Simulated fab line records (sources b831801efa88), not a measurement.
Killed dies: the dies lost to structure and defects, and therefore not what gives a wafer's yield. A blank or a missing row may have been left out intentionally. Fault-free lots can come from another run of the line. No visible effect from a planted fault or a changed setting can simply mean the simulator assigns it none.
fab line records | flow sky130
record: lots: 13 wafers: 39 last-day: 50
route steps=708 shown FIELD_ISO@19 VIA1@478 METAL2@484
lots untouched by any fault: they come from a run of this same line in which no faults occurred
start-h: start of the lot's first displayed wafer, in hours after the record's first day | wait-h: hours from the lot's prior step to this one | " identical to the entry in the row above | L1.1+2: a single row standing in for several wafers | - no value, or no start was given | * or withheld: withheld | < > ~ a bound
route shown NAME@n: names a module that has steps shown in the file, with the first one's number in the route | usual: mean/standard deviation of fault-free wafers | same: alike in all rows | chamber/n: place in a boat | sites: readings site by site | _std_site: how widely they spread, as a standard deviation | _edge_site: inner sites' mean taken away from outer sites' mean | radius-mm: for every site, how far away it sits from the centre of the wafer | mask NAME#n: copy n | behind: the most recent tool/chamber to have shaped the wafer | hold: cause of the lot's hold/its duration in hours/its outcome | device: the n, p or np transistor that did not switch | end of line: the tests these same wafers got at the end of their route | a step without rows: its recipe alone | killed: count of dies lost to structure and defects at first sort (not the wafer's yield) | map: per-die view of a wafer (x killed, . not killed, _ where there is no die)
set.NAME: the setting the step ran with; set.NAME@STEP: the setting that earlier step ran with | model.NAME: the simulator's own value behind a step, which no gauge read
a sample of lots followed through the steps of the route, with each step as a table and each wafer as a row
services: from which hour (start-h, from the record's first day; less than 0 if before it) a tool's chamber was out of use, for how many hours, and why
== steps ==
step: SKY_FIELD_ISO_WET_ETCH_18
recipe: chemistry: H3PO4 target-depth-nm: 25 temp-c: 160 target: Si3N4 time-s: 286
usual: bath-guard-temp-C: 160.3/0.41 run-length-s: 314/3.3
columns lot.wafer tool chamber start-h wait-h bath-guard-temp-C run-length-s
L498.4 wet-bench-01 3 38.40 0.0 159.8 312
L498.5 " 3 " " 160.0 312
L498.6 " 3 " " 160.2 312
L499.1 wet-bench-02 0 46.17 0.0 160.4 312
L499.2 " 0 " " 160.2 312
L499.6 " 0 " " 160.0 312
L500.2 wet-bench-02 3 56.98 0.0 159.8 317
L500.3 " 3 " " 160.1 317
L500.4 " 3 " " 160.0 317
L501.1 wet-bench-01 3 57.42 0.0 159.8 314
L501.3 " 3 " " 160.3 314
L501.6 " 3 " " 160.2 314
L502.2 wet-bench-04 3 66.98 0.0 160.5 318
L502.5 " 3 " " 160.1 318
L502.6 " 3 " " 160.6 318
L503.1 wet-bench-02 2 67.10 0.0 160.5 313
L503.4 " 2 " " 160.4 313
L503.6 " 2 " " 160.8 313
L504.1 wet-bench-04 2 75.52 0.0 159.8 310
L504.5 " 2 " " 160.3 310
L504.6 " 2 " " 159.9 310
L505.2 wet-bench-01 2 78.39 0.0 160.9 314
L505.3 " 2 " " 160.3 314
L505.5 " 2 " " 160.5 314
L509.2 wet-bench-01 1 97.13 0.0 160.7 311
L509.3 " 1 " " 160.6 311
L509.4 " 1 " " 160.5 311
L510.1 wet-bench-01 0 102.97 0.0 160.5 318
L510.3 " 0 " " 160.5 318
L510.5 " 0 " " 160.6 318
L514.1 wet-bench-01 0 122.38 0.0 160.5 310
L514.5 " 0 " " 160.8 310
L514.6 " 0 " " 160.7 310
L517.2 wet-bench-01 0 141.72 0.0 160.8 524
L517.4 " 0 " " 160.9 524
L517.5 " 0 " " 160.6 524
L519.1 wet-bench-04 1 150.13 0.0 160.2 311
L519.3 " 1 " " 160.7 311
L519.5 " 1 " " 160.5 311
step: SKY_VIA1_SPUTTER_20
recipe: material: TiN target-thk-nm: 20 chamber-pressure-pa: 5 power-w: 4000 time-s: 80
usual: throttle-valve-pct: 30.6/0.99
columns lot.wafer tool chamber start-h wait-h throttle-valve-pct
L498.4 pvd-sputter-02 - 829.89 0.0 31.2
L498.5 " - " " 31.2
L498.6 " - " " 29.0
L499.1 pvd-sputter-02 - 831.55 0.0 32.0
L499.2 " - " " 31.6
L499.6 " - " " 31.2
L500.2 pvd-sputter-04 - 835.25 0.0 30.1
L500.3 " - " " 30.7
L500.4 " - " " 29.8
L501.1 pvd-sputter-04 - 838.21 0.0 30.6
L501.3 " - " " 29.8
L501.6 " - " " 30.0
L502.2 pvd-sputter-02 - 848.90 0.0 31.4
L502.5 " - " " 31.6
L502.6 " - " " 31.4
L503.1 pvd-sputter-04 - 852.80 0.0 30.3
L503.4 " - " " 30.7
L503.6 " - " " 29.8
L504.1 pvd-sputter-03 - 865.49 0.0 30.3
L504.5 " - " " 30.6
L504.6 " - " " 30.3
L505.2 pvd-sputter-04 - 871.15 0.0 29.8
L505.3 " - " " 30.5
L505.5 " - " " 31.0
L510.1 pvd-sputter-02 - 901.70 0.0 31.6
L510.3 " - " " 29.1
L510.5 " - " " 32.2
L509.2 pvd-sputter-02 - 903.75 0.0 31.1
L509.3 " - " " 31.8
L509.4 " - " " 31.8
L514.1 pvd-sputter-02 - 927.20 0.0 31.6
L514.5 " - " " 31.7
L514.6 " - " " 31.6
L517.2 pvd-sputter-02 - 956.72 0.0 32.3
L517.4 " - " " 31.5
L517.5 " - " " 32.2
L519.1 pvd-sputter-02 - 962.19 0.0 29.1
L519.3 " - " " 31.3
L519.5 " - " " 32.1
step: SKY_VIA1_RS_MEAS_22
recipe: thk-meas-gauge: four-point-probe reads: W_of_VIA1_CVD_21+TiN_of_VIA1_SPUTTER_20
usual: VIA1_W_RS: 0.426/0.0059
columns lot.wafer tool chamber start-h wait-h VIA1_W_RS[ohm/sq]
L498.4 film-metro-01 - 830.10 0.1 0.433
L498.5 " - " " 0.427
L498.6 " - " " 0.416
L499.1 film-metro-02 - 831.70 0.1 0.436
L499.2 " - " " 0.428
L499.6 " - " " 0.433
L500.2 film-metro-02 - 835.42 0.1 0.425
L500.3 " - " " 0.428
L500.4 " - " " 0.432
L501.1 film-metro-03 - 838.36 0.1 0.426
L501.3 " - " " 0.428
L501.6 " - " " 0.430
L502.2 film-metro-01 - 849.07 0.1 0.424
L502.5 " - " " 0.420
L502.6 " - " " 0.426
L503.1 film-metro-01 - 852.95 0.1 0.427
L503.4 " - " " 0.419
L503.6 " - " " 0.419
L504.1 film-metro-03 - 865.64 0.1 0.423
L504.5 " - " " 0.421
L504.6 " - " " 0.425
L505.2 film-metro-03 - 871.42 0.1 0.426
L505.3 " - " " 0.425
L505.5 " - " " 0.420
L510.1 film-metro-01 - 901.86 0.1 0.423
L510.3 " - " " 0.422
L510.5 " - " " 0.421
L509.2 film-metro-03 - 903.92 0.1 0.422
L509.3 " - " " 0.424
L509.4 " - " " 0.429
L514.1 film-metro-03 - 927.36 0.1 0.421
L514.5 " - " " 0.432
L514.6 " - " " 0.423
L517.2 film-metro-03 - 956.90 0.1 0.430
L517.4 " - " " 0.437
L517.5 " - " " 0.433
L519.1 film-metro-01 - 962.35 0.1 0.428
L519.3 " - " " 0.427
L519.5 " - " " 0.439
step: SKY_METAL2_SPUTTER_01
recipe: material: TiN target-thk-nm: 20 power-w: 6500 time-s: 16.7 chamber-pressure-pa: 0.4
usual: throttle-valve-pct: 30.4/1.1
columns lot.wafer tool chamber start-h wait-h throttle-valve-pct
L498.4 pvd-sputter-03 - 830.55 0.0 28.3
L498.5 " - " " 28.5
L498.6 " - " " 30.7
L499.1 pvd-sputter-02 - 832.21 0.0 29.2
L499.2 " - " " 31.3
L499.6 " - " " 31.6
L500.2 pvd-sputter-02 - 835.99 0.0 31.0
L500.3 " - " " 31.6
L500.4 " - " " 31.8
L501.1 pvd-sputter-03 - 838.86 0.0 30.7
L501.3 " - " " 29.9
L501.6 " - " " 28.5
L502.2 pvd-sputter-03 - 849.55 0.0 30.6
L502.5 " - " " 28.6
L502.6 " - " " 30.4
L503.1 pvd-sputter-02 - 853.46 0.0 31.5
L503.4 " - " " 29.1
L503.6 " - " " 31.5
L504.1 pvd-sputter-02 - 866.36 0.0 31.6
L504.5 " - " " 29.1
L504.6 " - " " 32.0
L505.2 pvd-sputter-02 - 871.90 0.0 31.7
L505.3 " - " " 29.3
L505.5 " - " " 31.2
L510.1 pvd-sputter-01 - 902.37 0.0 30.3
L510.3 " - " " 29.4
L510.5 " - " " 29.7
L509.2 pvd-sputter-03 - 904.41 0.0 30.5
L509.3 " - " " 28.4
L509.4 " - " " 30.8
L514.1 pvd-sputter-01 - 927.86 0.0 31.1
L514.5 " - " " 30.8
L514.6 " - " " 30.6
L517.2 pvd-sputter-03 - 957.38 0.0 30.3
L517.4 " - " " 30.6
L517.5 " - " " 28.3
L519.1 pvd-sputter-03 - 962.85 0.0 30.6
L519.3 " - " " 30.6
L519.5 " - " " 29.9
== services ==
columns tool chamber start-h hours kind
pvd-sputter-04 - 49.64 3.6 repair
wet-bench-01 - 82.27 3.0 repair
pvd-sputter-02 - 129.00 1.5 repair
pvd-sputter-03 - 156.38 4.4 repair
pvd-sputter-04 - 334.65 2.4 repair
pvd-sputter-02 - 392.03 56.2 repair
pvd-sputter-02 - 414.67 4.6 repair
pvd-sputter-02 - 432.08 11.8 repair
pvd-sputter-03 - 494.22 1.5 repair
pvd-sputter-04 - 556.09 1.2 repair
pvd-sputter-04 - 556.39 18.2 repair
pvd-sputter-02 - 561.26 2.2 repair
pvd-sputter-02 - 570.58 2.2 repair
pvd-sputter-02 - 573.11 37.7 repair
pvd-sputter-03 - 601.23 1.0 repair
pvd-sputter-04 - 615.24 2.6 repair
pvd-sputter-02 - 635.14 3.0 repair
pvd-sputter-03 - 686.24 1.0 repair
pvd-sputter-03 - 736.96 16.1 repair
pvd-sputter-04 - 739.58 1.5 repair
pvd-sputter-02 - 744.63 0.5 repair
pvd-sputter-04 - 807.20 3.0 repair
pvd-sputter-04 - 824.55 9.4 repair
pvd-sputter-03 - 904.73 0.5 repair
== key ==
first-sign: step: SKY_FIELD_ISO_WET_ETCH_18 reading: run-length-s direction: up sigmas: 64 usual: * struck: *
effect none on later readings
met-at SKY_FIELD_ISO_WET_ETCH_18
struck-lots L517
struck-wafers L517.2,L517.4,L517.5
tester-left-out L517
not-acting-at SKY_VIA1_SPUTTER_20,SKY_VIA1_RS_MEAS_22,SKY_METAL2_SPUTTER_01
onset-between 122.38 141.72
fault: kind: process-parameter-drift tool: wet-bench-01 chamber: 0 onset-h: 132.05 steps: SKY_FIELD_ISO_WET_ETCH_18 channel: time-s offset: * shape: step end-h: 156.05 acts-in: * stated: *
tester-left-out: of these lots the tester's yield and bins aren't shown, on N5 and GAA mostly nor the transistor test; their killed dies are dies lost to structure and defects alone, not to doping, threshold or leakage, so they don't give the yield
